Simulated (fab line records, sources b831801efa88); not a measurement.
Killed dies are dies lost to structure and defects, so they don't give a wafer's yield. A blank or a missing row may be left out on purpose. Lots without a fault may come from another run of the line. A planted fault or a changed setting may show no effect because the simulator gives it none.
Split-lot experiment | flow sky130 | 5 lots, 23 wafers read, on a route of 708 steps

THE SPLIT
At SKY_METAL2_SPUTTER_04 (material TiN, target thk 70 nm, time 58.3 s), the setting time_s was moved away from the recipe's 58.3 s on 4 of the 23 wafers read, by +5.4% to +14.5%. The other wafers ran this setting at the recipe's value.

The reading is taken at the split's own step.

THE READING
TiN_of_METAL2_SPUTTER_04.thk_nm (the simulator's own value, which no gauge read), in nm, at SKY_METAL2_SPUTTER_04 (material TiN, target thk 70 nm, time 58.3 s). The file gives no usual value for it. The 19 wafers here that ran the recipe average 69.73 nm, standard deviation 0.79 nm.

wafer  | tool, chamber at the split | time_s as run, s | against the recipe | TiN_of_METAL2_SPUTTER_04.thk_nm, nm | against lot-mates on the recipe
L074.1 | pvd_sputter-04, -          | 61.45            | +5.4%              | 74.59                               | +3.73
L074.2 | pvd_sputter-04, -          | 61.45            | +5.4%              | 74.38                               | +3.52
L074.3 | pvd_sputter-04, -          | 58.3             | recipe             | 70.36                               | -
L074.5 | pvd_sputter-04, -          | 58.3             | recipe             | 71.13                               | -
L074.6 | pvd_sputter-04, -          | 58.3             | recipe             | 71.08                               | -
L075.1 | pvd_sputter-03, -          | 58.3             | recipe             | 69.33                               | -
L075.3 | pvd_sputter-03, -          | 58.3             | recipe             | 69.74                               | -
L075.4 | pvd_sputter-03, -          | 58.3             | recipe             | 69.93                               | -
L075.5 | pvd_sputter-03, -          | 58.3             | recipe             | 69.29                               | -
L075.6 | pvd_sputter-03, -          | 58.3             | recipe             | 69.17                               | -
L076.1 | pvd_sputter-03, -          | 58.3             | recipe             | 70.91                               | -
L076.2 | pvd_sputter-03, -          | 58.3             | recipe             | 70.64                               | -
L076.5 | pvd_sputter-03, -          | 58.3             | recipe             | 70.45                               | -
L083.1 | pvd_sputter-01, -          | 58.3             | recipe             | 69.68                               | -
L083.2 | pvd_sputter-01, -          | 58.3             | recipe             | 68.94                               | -
L083.3 | pvd_sputter-01, -          | 66.74            | +14.5%             | 78.76                               | +9.40
L083.4 | pvd_sputter-01, -          | 58.3             | recipe             | 69.45                               | -
L083.5 | pvd_sputter-01, -          | 66.74            | +14.5%             | 79.14                               | +9.78
L085.1 | pvd_sputter-03, -          | 58.3             | recipe             | 68.93                               | -
L085.2 | pvd_sputter-03, -          | 58.3             | recipe             | 69.49                               | -
L085.3 | pvd_sputter-03, -          | 58.3             | recipe             | 68.97                               | -
L085.4 | pvd_sputter-03, -          | 58.3             | recipe             | 68.72                               | -
L085.6 | pvd_sputter-03, -          | 58.3             | recipe             | 68.59                               | -

THE FIT
A straight line over all 23 wafers: TiN_of_METAL2_SPUTTER_04.thk_nm changes by +0.661 nm for each +1% of time_s; r = +0.96; the points scatter about the line by 0.84 nm.
The same after taking each lot's own level away (the mean of its wafers on the recipe; 23 wafers): +0.664 nm for each +1%; r = +1.00; scatter 0.29 nm.
On that fit, the largest move of time_s shifts the reading by 9.6 nm.
The lots' own levels span 68.940 to 70.857 nm, that is 2.4 times the standard deviation above.
So the lot-to-lot level changes the slope little: the two slopes agree.
Check: with one of the wafers moved furthest among these (+14.5%) left out of the fit, the line predicts +9.77 nm for it against its lot-mates. It came out at +9.4 nm against them.

OTHER SPLITS ON THESE WAFERS
These wafers also went through other splits before the reading. Each is held against what the fit with the lots' levels taken away leaves over:
other split on the same wafers               | wafers away from the commonest value | r with TiN_of_METAL2_SPUTTER_04.thk_nm (lot level and that fit taken away)
SKY_LOCAL_INTERCONNECT_ETCH_13 ion_energy_ev | 6                                    | +0.01
SKY_CONTACT_HDPCVD_02 time_s                 | 11                                   | +0.09
SKY_METAL1_ETCH_18 time_s                    | 11                                   | -0.13
SKY_METAL2_SPUTTER_03 time_s                 | 9                                    | +0.25

THE FILE'S OWN FIT
TiN_of_METAL2_SPUTTER_04.thk_nm changes by +0.664 nm for each +1% of time_s, r = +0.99.
